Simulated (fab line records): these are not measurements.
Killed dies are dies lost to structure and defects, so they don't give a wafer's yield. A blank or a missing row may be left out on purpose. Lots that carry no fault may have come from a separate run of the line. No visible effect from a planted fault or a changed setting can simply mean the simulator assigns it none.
The tool behind it: which one? | flow gf180mcu | 24 lots, 72 wafers sampled, at 4 steps of a route of 602

## WHAT EACH GAUGE READ, for each wafer
GF_V2_OVL_MEAS_15. Usual: V2_OVL gives -3 nm (standard deviation 5.2).
lot  | measured     | on         | V2_OVL (nm) | flag
L074 | day 20 15:12 | overlay-01 | -8 -9 -14   |
L075 | day 21 03:30 | overlay-02 | -5 -5 -6    |
L076 | day 21 07:14 | overlay-02 | -5 -9 -2    |
L077 | day 21 18:26 | overlay-01 | -4 3 -1     |
L078 | day 22 00:12 | overlay-02 | -6 1 -1     |
L079 | day 22 09:55 | overlay-02 | -3 0 -2     |
L080 | day 22 16:42 | overlay-02 | -14 -7 -11  |
L081 | day 22 21:40 | overlay-01 | -5 -11 -11  |
L082 | day 23 12:52 | overlay-02 | -4 -7 -7    |
L083 | day 23 19:26 | overlay-01 | -5 0 1      |
L084 | day 23 23:47 | overlay-02 | 1 1 5       |
L085 | day 24 12:08 | overlay-02 | -5 -11 -6   |
L086 | day 24 15:41 | overlay-01 | -6 -1 -3    |
L087 | day 25 03:11 | overlay-02 | -3 -9 -10   |
L088 | day 25 10:21 | overlay-01 | 1 7 9       |
L089 | day 25 13:29 | overlay-02 | -9 -2 -1    |
L090 | day 25 21:17 | overlay-01 | -15 -9 -7   |
L091 | day 26 06:38 | overlay-02 | -13 -13 -9  |
L092 | day 26 12:00 | overlay-01 | 8 6 5       |
L093 | day 26 23:05 | overlay-02 | -1 -2 -1    |
L094 | day 27 02:52 | overlay-01 | -3 0 -1     |
L095 | day 27 09:23 | overlay-01 | 10 4 2      |
L096 | day 27 15:55 | overlay-01 | -5 0 2      |
L097 | day 28 00:12 | overlay-02 | -5 -2 1     |

GF_M3_RS_MEAS_05: a four-point-probe measurement. Usual: M3_ALCU_RS gives 0.0696 ohm/sq (standard deviation 0.00076).
lot  | measured     | on            | M3_ALCU_RS (ohm/sq)  | flag
L074 | day 20 16:50 | film metro-01 | 0.0694 0.0696 0.0688 |
L075 | day 21 05:07 | film metro-01 | 0.0678 0.0690 0.0683 |
L076 | day 21 08:50 | film metro-04 | 0.0691 0.0694 0.0692 |
L077 | day 21 20:04 | film metro-04 | 0.0710 0.0702 0.0703 |
L078 | day 22 01:50 | film metro-04 | 0.0696 0.0700 0.0704 |
L079 | day 22 12:26 | film metro-01 | 0.0687 0.0693 0.0690 |
L080 | day 22 18:22 | film metro-02 | 0.0693 0.0694 0.0688 |
L081 | day 22 23:18 | film metro-02 | 0.0695 0.0689 0.0688 |
L082 | day 23 14:32 | film metro-02 | 0.0693 0.0687 0.0699 |
L083 | day 23 21:06 | film metro-04 | 0.0701 0.0696 0.0688 |
L084 | day 24 01:25 | film metro-02 | 0.0686 0.0685 0.0684 |
L085 | day 24 13:47 | film metro-04 | 0.0695 0.0688 0.0698 |
L086 | day 24 17:19 | film metro-02 | 0.0689 0.0692 0.0696 |
L087 | day 25 04:49 | film metro-01 | 0.0690 0.0704 0.0686 |
L088 | day 25 12:01 | film metro-01 | 0.0688 0.0694 0.0688 |
L089 | day 25 15:07 | film metro-02 | 0.0692 0.0694 0.0692 |
L090 | day 25 22:55 | film metro-01 | 0.0694 0.0703 0.0699 |
L091 | day 26 08:17 | film metro-02 | 0.0704 0.0708 0.0708 |
L092 | day 26 13:41 | film metro-01 | 0.0691 0.0700 0.0698 |
L093 | day 27 01:01 | film metro-01 | 0.0699 0.0691 0.0702 |
L094 | day 27 04:32 | film metro-04 | 0.0699 0.0701 0.0698 |
L095 | day 27 11:02 | film metro-01 | 0.0706 0.0701 0.0706 |
L096 | day 27 17:32 | film metro-02 | 0.0695 0.0701 0.0705 |
L097 | day 28 01:49 | film metro-04 | 0.0706 0.0710 0.0707 |

GF_M3_OVL_MEAS_15. Usual: M3_OVL gives 1 nm (standard deviation 6.6).
lot  | measured     | on         | M3_OVL (nm) | flag
L074 | day 21 17:11 | overlay-01 | 0 -1 1      |
L075 | day 22 04:48 | overlay-02 | 6 8 0       |
L076 | day 22 08:36 | overlay-01 | 9 7 1       |
L077 | day 22 19:30 | overlay-01 | -9 2 2      |
L078 | day 23 01:05 | overlay-02 | -6 -5 -5    |
L079 | day 23 11:46 | overlay-01 | 0 -3 10     |
L080 | day 23 17:31 | overlay-01 | -3 10 4     |
L081 | day 23 21:55 | overlay-02 | -6 -3 4     |
L082 | day 24 12:56 | overlay-02 | 2 -3 2      |
L083 | day 24 19:11 | overlay-02 | 3 8 4       |
L084 | day 24 23:25 | overlay-01 | -2 4 -2     |
L085 | day 25 10:44 | overlay-02 | -2 -1 5     |
L086 | day 25 15:01 | overlay-01 | -3 5 11     |
L087 | day 26 02:15 | overlay-01 | -6 -10 -2   |
L088 | day 26 09:20 | overlay-02 | -1 4 -1     |
L089 | day 26 12:45 | overlay-02 | 10 9 8      |
L090 | day 26 19:59 | overlay-02 | -5 3 3      |
L091 | day 27 04:50 | overlay-02 | 2 6 1       |
L092 | day 27 09:41 | overlay-02 | -17 -18 -19 |
L093 | day 27 21:24 | overlay-02 | 12 9 5      |
L094 | day 28 01:10 | overlay-02 | 4 13 4      |
L095 | day 28 07:02 | overlay-01 | -1 4 4      |
L096 | day 28 13:42 | overlay-02 | -3 -1 -6    |
L097 | day 28 21:16 | overlay-01 | -5 -4 2     |

## TOOL THAT RAN EACH LOT (tool first, then ch and the chambers of the sampled wafers, then the start)
lot  | GF_CONTACT_STRIP_18
L074 | plasma asher-01 ch 0,1, day 16 11:57
L075 | plasma asher-04 ch 0,1, day 16 21:14
L076 | plasma asher-01 ch 0,1, day 17 00:14
L077 | plasma asher-01 ch 0,1, day 17 12:36
L078 | plasma asher-01 ch 0,1, day 17 18:41
L079 | plasma asher-03 ch 0,1, day 18 04:07
L080 | plasma asher-04 ch 0,1, day 18 10:16
L081 | plasma asher-01 ch 0,1, day 18 15:32
L082 | plasma asher-04 ch 0,1, day 19 08:16
L083 | plasma asher-01 ch 0,1, day 19 14:29
L084 | plasma asher-01 ch 0,1, day 19 20:05
L085 | plasma asher-01 ch 0,1, day 20 08:29
L086 | plasma asher-04 ch 0,1, day 20 12:56
L087 | plasma asher-03 ch 0,1, day 21 00:49
L088 | plasma asher-04 ch 0,1, day 21 07:38
L089 | plasma asher-01 ch 0,1, day 21 13:47
L090 | plasma asher-01 ch 0,1, day 21 22:32
L091 | plasma asher-03 ch 0,1, day 22 07:29
L092 | plasma asher-01 ch 0,1, day 22 13:29
L093 | plasma asher-01 ch 1, day 23 02:14
L094 | plasma asher-01 ch 0,1, day 23 06:46
L095 | plasma asher-04 ch 0,1, day 23 13:41
L096 | plasma asher-01 ch 0,1, day 23 20:59
L097 | plasma asher-04 ch 0,1, day 24 06:23
- GF_CONTACT_STRIP_18: strips in O2/N2.

## WHAT THE TOOLS THEMSELVES READ (means of the sampled wafers that have a number; where no wafer has one, the mark that the record gives instead)
GF_CONTACT_STRIP_18. Usual: drypump motor current A 6.1 A, standard deviation 0.55; heater power w 320 W, standard deviation 45; o2 flow sccm 3002 sccm, standard deviation 10; oes product au 0.580 a.u., standard deviation 0.0045.
lot  | tool            | drypump motor current A (A) | heater power w (W) | o2 flow sccm (sccm) | oes product au (a.u.) | flag
L074 | plasma asher-01 | 6.1                         | 335                | 3003                | 0.579                 |
L075 | plasma asher-04 | 5.8                         | 323                | 3002                | 0.578                 |
L076 | plasma asher-01 | 6.3                         | 293                | 2991                | 0.581                 |
L077 | plasma asher-01 | 6.3                         | 294                | 3003                | 0.586                 |
L078 | plasma asher-01 | 6.3                         | 294                | 2994                | 0.580                 |
L079 | plasma asher-03 | 5.7                         | 339                | 2995                | 0.581                 |
L080 | plasma asher-04 | 5.8                         | 319                | 3006                | 0.580                 |
L081 | plasma asher-01 | 6.3                         | 294                | 3003                | 0.580                 |
L082 | plasma asher-04 | 6.3                         | 323                | 3009                | 0.583                 |
L083 | plasma asher-01 | 6.1                         | 335                | 3001                | 0.583                 |
L084 | plasma asher-01 | 6.1                         | 333                | 3019                | 0.577                 |
L085 | plasma asher-01 | 6.1                         | 335                | 3006                | 0.580                 |
L086 | plasma asher-04 | 5.8                         | 320                | 3006                | 0.579                 |
L087 | plasma asher-03 | 5.7                         | 338                | 2996                | 0.580                 |
L088 | plasma asher-04 | 6.2                         | 331                | 3007                | 0.575                 |
L089 | plasma asher-01 | 6.3                         | 293                | 3019                | 0.583                 |
L090 | plasma asher-01 | 6.1                         | 334                | 3006                | 0.575                 |
L091 | plasma asher-03 | 5.7                         | 336                | 2998                | 0.584                 |
L092 | plasma asher-01 | 6.1                         | 331                | 3000                | 0.584                 |
L093 | plasma asher-01 | 5.8                         | 374                | 3000                | 0.581                 |
L094 | plasma asher-01 | 6.1                         | 336                | 2991                | 0.579                 |
L095 | plasma asher-04 | 5.8                         | 323                | 3002                | 0.581                 |
L096 | plasma asher-01 | 6.3                         | 296                | 3005                | 0.585                 |
L097 | plasma asher-04 | 6.2                         | 328                | 2994                | 0.577                 |

## THE ANSWER, worked out from the rows above alone
Rule: lot off if the mean of its wafers having a number is beyond 3 standard deviations from the usual mean. A lot without any number at a reading at which 4 lots or more have one is off too. The other lots that the step has rows for count as sound. Order of review: gauges by route order, followed by the tools' own readings, for which a lot's mean as printed above is used. At the first step where some lot is off, the reading lying furthest off is the one used; lots without a number count as furthest.
No lot is off at any reading shown: from this, nothing can be told.

## WHAT HAD BEEN PUT IN BY THE SIMULATOR
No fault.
